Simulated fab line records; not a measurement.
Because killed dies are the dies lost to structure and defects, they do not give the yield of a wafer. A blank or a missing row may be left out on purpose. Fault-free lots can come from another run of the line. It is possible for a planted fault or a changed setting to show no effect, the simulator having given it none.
fab line records	flow sky130
record: lots: 12	wafers: 36	lastDay: 50
route steps=708 shown FIELD_ISO@24 VT_ADJUST_HVTP@89 VT_ADJUST_LVTN@104 POLY_GATE@236 PAD_OPEN@708
lots that met no fault: taken from a fault-free run of the same line
startH: hours from the record's opening day to when the first of the lot's shown wafers began	waitH: hours from the lot's prior step to this one	" as in the row above	L1.1+2: a row that stands for several wafers	- no value, or no start was given	* or withheld: withheld	< > ~ a bound
route shown NAME@n: NAME is a module with steps in the file, n the number in the route of the first one	usual: mean/standard deviation of fault-free wafers	same: alike in all rows	chamber/n: place in a boat	sites: per-site readings	_std_site: the values' standard deviation	_edge_site: inner sites' mean taken away from outer sites' mean	radiusMm: for every site, how far away it sits from the centre of the wafer	mask NAME#n: copy n	behind: the tool/chamber that last shaped the wafer	hold: why the lot went on hold/how many hours it stayed there/how the hold came to an end	device: the transistor (n, p or np) that didn't switch	end of line: the route-end tests of the same wafers	step lacking rows: just its recipe	killed: at the first sort, the dies lost to defects and structure; wafer yield is something else	map: per-die view of a wafer (x killed, . not killed, _ where there is no die)
set.NAME: the setting the step ran with; set.NAME@STEP: the setting that earlier step ran with	model.NAME: the simulator's own value behind a step, which no gauge read
the route's steps for a sample of lots (tables are steps, rows are wafers)
services: from which hour (startH, from the record's first day; less than 0 if before it) a tool's chamber was out of use, for how many hours, and why
== steps ==
step: SKY_FIELD_ISO_THK_MEAS_23
recipe: reads: SiO2_of_FIELD_ISO_OXIDATION_22
usual: FIELD_ISO_OXIDATION_01_THK: 9.94/0.16
lot.wafer	tool	chamber	startH	waitH	FIELD_ISO_OXIDATION_01_THK[nm]
L900.2	filmMetro-04	-	30.27	0.0	10.18
L900.5	"	-	"	"	10.17
L900.6	"	-	"	"	10.42
L903.2	filmMetro-03	-	50.15	0.0	9.82
L903.3	"	-	"	"	9.94
L903.4	"	-	"	"	9.99
L904.2	filmMetro-03	-	53.09	0.0	10.01
L904.4	"	-	"	"	10.03
L904.6	"	-	"	"	10.02
L905.1	filmMetro-01	-	58.37	0.0	9.97
L905.3	"	-	"	"	9.86
L905.6	"	-	"	"	9.78
L909.1	filmMetro-01	-	78.59	0.0	9.83
L909.3	"	-	"	"	9.82
L909.6	"	-	"	"	9.87
L915.2	filmMetro-03	-	111.58	0.0	10.01
L915.3	"	-	"	"	9.89
L915.4	"	-	"	"	9.90
L916.1	filmMetro-03	-	115.65	0.0	10.09
L916.4	"	-	"	"	10.28
L916.6	"	-	"	"	10.06
L918.1	filmMetro-03	-	123.78	0.0	9.82
L918.3	"	-	"	"	10.07
L918.5	"	-	"	"	10.04
L919.3	filmMetro-03	-	131.00	0.0	9.86
L919.4	"	-	"	"	9.92
L919.6	"	-	"	"	9.89
L920.1	filmMetro-04	-	137.82	0.0	10.07
L920.5	"	-	"	"	10.15
L920.6	"	-	"	"	9.85
L922.1	filmMetro-04	-	146.29	0.0	10.15
L922.2	"	-	"	"	10.25
L922.5	"	-	"	"	10.10
L923.3	filmMetro-03	-	150.24	0.0	10.03
L923.5	"	-	"	"	10.08
L923.6	"	-	"	"	10.11
step: SKY_VT_ADJUST_HVTP_EXPOSE_04
recipe: maskId: HVTPM	na: 0.6	sourceShape: conventional	sigmaOuter: 0.6	polarization: unpolarized	targetCdNm: 380	doseMj: 140
usual: stageVelMmS: 500.01/0.22
lot.wafer	tool	chamber	startH	waitH	mask	stageVelMmS
L900.2	ilineStepper-02	0	114.14	-	HVTPM#0	500.21
L900.5	"	0	"	"	HVTPM#0	500.23
L900.6	"	0	"	"	HVTPM#0	500.13
L903.2	ilineStepper-01	0	134.16	-	HVTPM#0	500.02
L903.3	"	0	"	"	HVTPM#0	500.18
L903.4	"	0	"	"	HVTPM#0	500.06
L904.2	ilineStepper-02	0	139.05	-	HVTPM#0	500.21
L904.4	"	0	"	"	HVTPM#0	500.02
L904.6	"	0	"	"	HVTPM#0	500.09
L905.1	ilineStepper-01	0	142.73	-	NWM_COMPLEMENT#0	499.89
L905.3	"	0	"	"	NWM_COMPLEMENT#0	499.83
L905.6	"	0	"	"	NWM_COMPLEMENT#0	500.14
L909.1	ilineStepper-01	0	167.07	-	HVTPM#0	499.85
L909.3	"	0	"	"	HVTPM#0	499.99
L909.6	"	0	"	"	HVTPM#0	499.89
L915.2	ilineStepper-01	0	210.29	-	HVTPM#0	499.85
L915.3	"	0	"	"	HVTPM#0	499.68
L915.4	"	0	"	"	HVTPM#0	499.57
L916.1	ilineStepper-01	0	216.61	-	HVTPM#0	499.78
L916.4	"	0	"	"	HVTPM#0	499.91
L916.6	"	0	"	"	HVTPM#0	500.07
L918.1	ilineStepper-01	0	223.89	-	HVTPM#0	500.03
L918.3	"	0	"	"	HVTPM#0	500.21
L918.5	"	0	"	"	HVTPM#0	500.36
L919.3	ilineStepper-02	0	233.67	-	HVTPM#0	500.14
L919.4	"	0	"	"	HVTPM#0	500.14
L919.6	"	0	"	"	HVTPM#0	500.05
L920.1	ilineStepper-02	0	239.96	-	HVTPM#0	500.18
L920.5	"	0	"	"	HVTPM#0	500.05
L920.6	"	0	"	"	HVTPM#0	500.05
L922.1	ilineStepper-02	0	249.44	-	HVTPM#0	499.77
L922.2	"	0	"	"	HVTPM#0	499.86
L922.5	"	0	"	"	HVTPM#0	499.86
L923.3	ilineStepper-01	0	255.17	-	HVTPM#0	499.38
L923.5	"	0	"	"	HVTPM#0	499.66
L923.6	"	0	"	"	HVTPM#0	500.08
step: SKY_VT_ADJUST_HVTP_CD_MEAS_07
recipe: targetCdNm: 380
usual: cdNm: 380.0/2.3
lot.wafer	tool	chamber	startH	waitH	cdNm
L900.2	cdSem-01	-	122.96	0.1	378.8
L900.5	"	-	"	"	380.9
L900.6	"	-	"	"	381.2
L903.2	cdSem-02	-	143.88	0.1	378.3
L903.3	"	-	"	"	379.8
L903.4	"	-	"	"	378.3
L904.2	cdSem-01	-	148.18	0.1	381.4
L904.4	"	-	"	"	382.6
L904.6	"	-	"	"	384.3
L905.1	cdSem-01	-	152.16	0.1	-
L905.3	"	-	"	"	-
L905.6	"	-	"	"	-
L909.1	cdSem-02	-	176.99	0.1	375.9
L909.3	"	-	"	"	373.7
L909.6	"	-	"	"	375.9
L915.2	cdSem-02	-	221.06	0.1	381.0
L915.3	"	-	"	"	379.5
L915.4	"	-	"	"	380.7
L916.1	cdSem-02	-	227.26	0.1	381.1
L916.4	"	-	"	"	383.0
L916.6	"	-	"	"	382.8
L918.1	cdSem-02	-	235.21	0.1	380.2
L918.3	"	-	"	"	382.0
L918.5	"	-	"	"	381.0
L919.3	cdSem-02	-	245.35	0.1	383.2
L919.4	"	-	"	"	382.1
L919.6	"	-	"	"	382.0
L920.1	cdSem-02	-	251.31	0.1	381.3
L920.5	"	-	"	"	380.6
L920.6	"	-	"	"	383.1
L922.1	cdSem-02	-	261.61	0.1	379.4
L922.2	"	-	"	"	379.1
L922.5	"	-	"	"	379.5
L923.3	cdSem-02	-	266.98	0.1	383.1
L923.5	"	-	"	"	384.2
L923.6	"	-	"	"	385.7
step: SKY_VT_ADJUST_HVTP_TW_MEAS_11
usual: VT_ADJUST_HVTP_TW: 1370/11
lot.wafer	tool	chamber	startH	waitH	VT_ADJUST_HVTP_TW
L900.2	filmMetro-01	-	123.36	0.1	1372
L900.5	"	-	"	"	1371
L900.6	"	-	"	"	1369
L903.2	filmMetro-02	-	144.27	0.1	1387
L903.3	"	-	"	"	1381
L903.4	"	-	"	"	1385
L904.2	filmMetro-02	-	148.60	0.1	1384
L904.4	"	-	"	"	1378
L904.6	"	-	"	"	1385
L905.1	filmMetro-02	-	152.59	0.1	31
L905.3	"	-	"	"	31
L905.6	"	-	"	"	31
L909.1	filmMetro-04	-	177.40	0.1	1360
L909.3	"	-	"	"	1357
L909.6	"	-	"	"	1353
L915.2	filmMetro-02	-	221.46	0.1	1383
L915.3	"	-	"	"	1380
L915.4	"	-	"	"	1375
L916.1	filmMetro-02	-	227.67	0.1	1385
L916.4	"	-	"	"	1376
L916.6	"	-	"	"	1378
L918.1	filmMetro-02	-	235.62	0.1	1379
L918.3	"	-	"	"	1376
L918.5	"	-	"	"	1382
L919.3	filmMetro-01	-	245.73	0.1	1380
L919.4	"	-	"	"	1376
L919.6	"	-	"	"	1376
L920.1	filmMetro-04	-	251.71	0.1	1354
L920.5	"	-	"	"	1362
L920.6	"	-	"	"	1355
L922.1	filmMetro-02	-	262.01	0.1	1363
L922.2	"	-	"	"	1371
L922.5	"	-	"	"	1360
L923.3	filmMetro-02	-	267.37	0.1	1381
L923.5	"	-	"	"	1370
L923.6	"	-	"	"	1367
step: SKY_VT_ADJUST_LVTN_OVL_MEAS_07
usual: VT_ADJUST_LVTN_OVL: -0.2/1.5
lot.wafer	tool	chamber	startH	waitH	VT_ADJUST_LVTN_OVL[nm]
L900.2	overlay-02	-	142.05	-	2.1
L900.5	"	-	"	"	1.3
L900.6	"	-	"	"	1.0
L903.2	overlay-02	-	163.12	-	-1.2
L903.3	"	-	"	"	-2.6
L903.4	"	-	"	"	-2.3
L904.2	overlay-01	-	167.78	-	-1.9
L904.4	"	-	"	"	-2.6
L904.6	"	-	"	"	-3.9
L905.1	overlay-01	-	172.51	-	-3.5
L905.3	"	-	"	"	-3.8
L905.6	"	-	"	"	-3.0
L909.1	overlay-02	-	198.06	-	-2.0
L909.3	"	-	"	"	0.1
L909.6	"	-	"	"	-2.4
L915.2	overlay-02	-	244.23	-	-0.1
L915.3	"	-	"	"	1.4
L915.4	"	-	"	"	0.6
L916.1	overlay-01	-	250.92	-	0.2
L916.4	"	-	"	"	0.7
L916.6	"	-	"	"	0.2
L918.1	overlay-02	-	259.81	-	-0.1
L918.3	"	-	"	"	0.1
L918.5	"	-	"	"	2.6
L919.3	overlay-02	-	269.59	-	-1.0
L919.4	"	-	"	"	1.3
L919.6	"	-	"	"	-1.1
L920.1	overlay-01	-	275.91	-	0.0
L920.5	"	-	"	"	1.9
L920.6	"	-	"	"	1.2
L922.1	overlay-02	-	286.82	-	1.6
L922.2	"	-	"	"	-1.7
L922.5	"	-	"	"	-1.4
L923.3	overlay-01	-	292.49	-	-0.1
L923.5	"	-	"	"	-0.1
L923.6	"	-	"	"	0.9
step: SKY_POLY_GATE_CD_MEAS_22
usual: cdNm: 151.7/2
lot.wafer	tool	chamber	startH	waitH	cdNm
L900.2	cdSem-02	-	373.25	0.1	150.4
L900.5	"	-	"	"	152.1
L900.6	"	-	"	"	153.2
L903.2	cdSem-02	-	400.69	0.1	153.5
L903.3	"	-	"	"	156.4
L903.4	"	-	"	"	154.5
L904.2	cdSem-01	-	407.87	0.1	149.7
L904.4	"	-	"	"	148.2
L904.6	"	-	"	"	150.5
L905.1	cdSem-01	-	419.37	0.1	152.4
L905.3	"	-	"	"	153.9
L905.6	"	-	"	"	152.9
L909.1	cdSem-01	-	453.56	0.1	149.6
L909.3	"	-	"	"	149.7
L909.6	"	-	"	"	152.6
L915.2	cdSem-01	-	513.79	0.1	152.2
L915.3	"	-	"	"	156.4
L915.4	"	-	"	"	153.8
L916.1	cdSem-02	-	522.67	0.1	150.5
L916.4	"	-	"	"	147.4
L916.6	"	-	"	"	147.7
L918.1	cdSem-01	-	531.87	0.1	153.3
L918.3	"	-	"	"	153.3
L918.5	"	-	"	"	153.8
L919.3	cdSem-02	-	543.53	0.1	154.4
L919.4	"	-	"	"	152.0
L919.6	"	-	"	"	153.4
L920.1	cdSem-02	-	548.91	0.1	151.5
L920.5	"	-	"	"	148.3
L920.6	"	-	"	"	151.8
L922.1	cdSem-01	-	561.46	0.1	149.6
L922.2	"	-	"	"	149.5
L922.5	"	-	"	"	147.3
L923.3	cdSem-01	-	570.20	0.1	150.1
L923.5	"	-	"	"	153.1
L923.6	"	-	"	"	151.0
step: SKY_PAD_OPEN_PROBE_99
usual: killed_at_M0_to_M3: 43/7.6	killed_at_M4_up: 2.9/1.7	killedAtContacts: 24/5.5	killedAtFrontEnd: 15/4.2	killedAtOther: 0.3/0.52	killedDies: 86/9.4	killedOnRim: 17/4	killedOpen: 47/7	killedShort: 39/6.4
same: grossDies: 492	killedAtBackSide: 0
lot.wafer	tool	chamber	startH	waitH	killed_at_M0_to_M3	killed_at_M4_up	killedAtContacts	killedAtFrontEnd	killedAtOther	killedDies	killedOnRim	killedOpen	killedShort
L900.2	prober-01	-	1076.32	0.1	60	2	33	8	0	103	15	65	37
L900.5	prober-01	-	1076.47	0.2	38	3	28	22	0	91	14	50	41
L900.6	prober-01	-	1076.52	0.2	52	3	20	9	2	86	16	48	37
L904.2	prober-02	-	1100.92	0.1	41	2	34	20	2	99	18	57	42
L904.4	prober-02	-	1101.02	0.2	39	4	24	14	0	81	17	47	34
L904.6	prober-02	-	1101.12	0.2	52	3	26	8	0	89	11	49	40
L905.1	prober-01	-	1108.65	0.1	54	2	22	414	0	492	96	51	43
L905.3	prober-01	-	1108.75	0.2	43	3	23	423	0	492	96	56	34
L905.6	prober-01	-	1108.90	0.2	43	6	24	419	0	492	96	45	48
L909.1	prober-01	-	1130.64	0.1	52	7	28	22	1	110	24	63	47
L909.3	prober-01	-	1130.74	0.2	34	4	31	16	0	85	16	50	35
L909.6	prober-01	-	1130.89	0.2	38	1	32	12	0	83	17	42	41
killed by level:class
L900.2 CONTACT:geometricParticle:open=14 VIA1:geometricParticle:open=14 LI_CONTACT:geometricParticle:open=11 VIA2:geometricParticle:open=10 VIA1:geometricParticle:short=10 METAL1:geometricParticle:short=9 VIA3:geometricParticle:open=7 POLY_GATE:geometricParticle:open=4
L900.5 LI_CONTACT:geometricParticle:open=11 CONTACT:geometricParticle:open=11 POLY_GATE:geometricParticle:short=10 VIA2:geometricParticle:open=9 POLY_GATE:geometricParticle:open=6 VIA3:geometricParticle:open=6 FIELD_ISO:geometricParticle:short=5 METAL1:geometricParticle:short=5
L900.6 VIA1:geometricParticle:open=11 CONTACT:geometricParticle:open=10 VIA3:geometricParticle:open=9 METAL2:geometricParticle:short=8 VIA2:geometricParticle:open=6 FIELD_ISO:geometricParticle:short=5 CONTACT:geometricParticle:short=4 METAL1:geometricParticle:short=4
L904.2 LI_CONTACT:geometricParticle:open=12 VIA3:geometricParticle:open=10 CONTACT:geometricParticle:short=9 FIELD_ISO:geometricParticle:short=7 CONTACT:geometricParticle:open=6 VIA1:geometricParticle:short=6 VIA1:geometricParticle:open=6 VIA2:geometricParticle:open=6
L904.4 CONTACT:geometricParticle:open=11 VIA1:geometricParticle:open=8 LI_CONTACT:geometricParticle:open=6 VIA3:geometricParticle:open=6 VIA2:geometricParticle:open=5 FIELD_ISO:geometricParticle:open=4 VIA1:geometricParticle:short=4 VIA2:geometricParticle:short=4
L904.6 CONTACT:geometricParticle:open=12 METAL1:geometricParticle:short=9 VIA1:geometricParticle:open=9 VIA3:geometricParticle:open=7 LOCAL_INTERCONNECT:geometricParticle:short=5 VIA2:geometricParticle:open=5 VIA1:geometricParticle:short=4 VIA3:geometricParticle:short=4
L905.1 VT_ADJUST_HVTP:areaExpose=398 VIA1:geometricParticle:open=13 VIA2:geometricParticle:open=7 LI_CONTACT:geometricParticle:open=6 CONTACT:geometricParticle:open=6 METAL1:geometricParticle:short=6 VIA1:geometricParticle:short=5 VIA3:geometricParticle:open=5
L905.3 VT_ADJUST_HVTP:areaExpose=402 VIA2:geometricParticle:open=10 CONTACT:geometricParticle:open=8 VIA1:geometricParticle:open=8 POLY_GATE:geometricParticle:open=7 LI_CONTACT:geometricParticle:open=7 FIELD_ISO:geometricParticle:short=6 VIA3:geometricParticle:open=6
L905.6 VT_ADJUST_HVTP:areaExpose=399 CONTACT:geometricParticle:short=8 CONTACT:geometricParticle:open=8 VIA3:geometricParticle:open=8 POLY_GATE:geometricParticle:open=7 METAL3:geometricParticle:short=6 FIELD_ISO:geometricParticle:short=5 VIA2:geometricParticle:open=5
L909.1 VIA1:geometricParticle:open=14 VIA3:geometricParticle:open=10 LI_CONTACT:geometricParticle:open=8 FIELD_ISO:geometricParticle:short=7 CONTACT:geometricParticle:open=7 CONTACT:geometricParticle:short=6 METAL1:geometricParticle:short=6 POLY_GATE:geometricParticle:short=4
L909.3 LI_CONTACT:geometricParticle:open=11 CONTACT:geometricParticle:open=11 VIA3:geometricParticle:open=9 METAL2:geometricParticle:short=7 VIA1:geometricParticle:open=7 FIELD_ISO:geometricParticle:open=5 CONTACT:geometricParticle:short=5 METAL1:geometricParticle:short=5
L909.6 CONTACT:geometricParticle:open=11 VIA3:geometricParticle:open=9 VIA1:geometricParticle:open=8 METAL1:geometricParticle:short=7 CONTACT:geometricParticle:short=7 LOCAL_INTERCONNECT:geometricParticle:short=6 POLY_GATE:geometricParticle:short=4 LI_CONTACT:geometricParticle:open=4
== services ==
tool	chamber	startH	hours	kind
ilineStepper-01	-	140.64	1.7	pm
ilineStepper-02	-	162.57	1.7	pm
ilineStepper-01	0	162.94	-	calibration
ilineStepper-01	-	164.24	2.1	pm
ilineStepper-01	-	166.32	-	consumableReplace:lamp
ilineStepper-02	0	201.16	-	calibration
ilineStepper-02	-	216.19	4.0	repair
ilineStepper-01	-	221.75	0.7	repair
== key ==
firstSign: step: SKY_VT_ADJUST_HVTP_EXPOSE_04	reading: mask	direction: changed
effect: step: SKY_VT_ADJUST_HVTP_CD_MEAS_07	reading: cdNm	direction: missing
effect: step: SKY_VT_ADJUST_HVTP_TW_MEAS_11	reading: VT_ADJUST_HVTP_TW	direction: down	sigmas: 99+	usual: 1370	struck: 31
effect: step: SKY_PAD_OPEN_PROBE_99	reading: killedAtFrontEnd	direction: up	sigmas: 96	usual: 15	struck: 419
moreKillsBornAt: SKY_VT_ADJUST_HVTP_EXPOSE_04@ilineStepper-01: 1199
metAt SKY_VT_ADJUST_HVTP_EXPOSE_04
struckLots L905
testerLeftOut L905
notActingAt SKY_FIELD_ISO_THK_MEAS_23,SKY_VT_ADJUST_LVTN_OVL_MEAS_07,SKY_POLY_GATE_CD_MEAS_22
onsetBetween 134.16 142.73
fault: kind: wrongMask	tool: any	chamber: -	onsetH: 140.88	steps: SKY_VT_ADJUST_HVTP_EXPOSE_04	auxCopy: NWM_COMPLEMENT#0	scope: struckLotsOnly
testerLeftOut: of these lots the tester's yield and bins aren't shown, on N5 and GAA mostly nor the transistor test; their killed dies are dies lost to structure and defects alone, not to doping, threshold or leakage, so they don't give the yield
